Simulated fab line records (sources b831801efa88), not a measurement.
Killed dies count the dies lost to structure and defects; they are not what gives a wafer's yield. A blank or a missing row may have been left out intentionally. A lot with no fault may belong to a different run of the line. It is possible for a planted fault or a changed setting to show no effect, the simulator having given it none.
Chamber matching | flow sky130 | SKY_VIA4_ETCH_12 on rie diel-03: 4 sister chambers
The step etches SiO2 in C4F8/O2/Ar, stops on TiN, target depth 580 nm. 8 wafers are shown with their chamber, then 8 later ones without.

== WAFERS PAIRED WITH THEIR CHAMBERS ==
wafer  | chamber | bias w (W) | oes product au (a.u.)
L082.3 | 1       | 1201       | 0.922
L086.1 | 2       | 1203       | 0.929
L086.2 | 0       | 1200       | 0.929
L086.5 | 3       | 1200       | 0.936
L088.1 | 3       | 1198       | 0.928
L088.2 | 1       | 1206       | 0.928
L088.4 | 0       | 1201       | 0.925
L090.1 | 2       | 1197       | 0.920

== WAFERS MISSING THEIR CHAMBER ==
wafer  | bias w (W) | oes product au (a.u.)
L090.4 | 1197       | 0.919
L090.6 | 1204       | 0.933
L091.1 | 1204       | 0.922
L091.2 | 1198       | 0.928
L091.3 | 1203       | 0.922
L097.1 | 1201       | 0.926
L097.5 | 1204       | 0.917
L097.6 | 1197       | 0.917

== WHICH CHAMBER EACH WENT THROUGH ==
wafer  | from the rows above               | in truth
L090.4 | can't be placed: 2 or 0 or 1 or 3 | 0
L090.6 | can't be placed: 1 or 0 or 3 or 2 | 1
L091.1 | can't be placed: 1 or 2 or 0      | 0
L091.2 | can't be placed: 3 or 0 or 2 or 1 | 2
L091.3 | can't be placed: 1 or 2 or 0 or 3 | 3
L097.1 | can't be placed: 0 or 2 or 1 or 3 | 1
L097.5 | can't be placed: 1 or 2 or 0 or 3 | 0
L097.6 | can't be placed: 2 or 0 or 1 or 3 | 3
Correct placement for 0 of the 8. Unplaceable from these rows: 8, with the true chamber sitting among the candidates in 8. Placed wrongly: 0.
How it was worked out, from the rows above alone: a wafer's distance from a chamber is the root of the sum, over the readings, of the square of ((its reading less the chamber's mean) divided by the reading's scatter). If the next closest chamber is less than 2 further off than the closest, the wafer can't be placed; otherwise it belongs to the closest. The mean given for a chamber averages the wafers shown for that chamber. How the scatter is found: for the shown wafers, subtract from each reading the mean of its chamber, square and add these, divide the total by (wafers less chambers), then take the root.
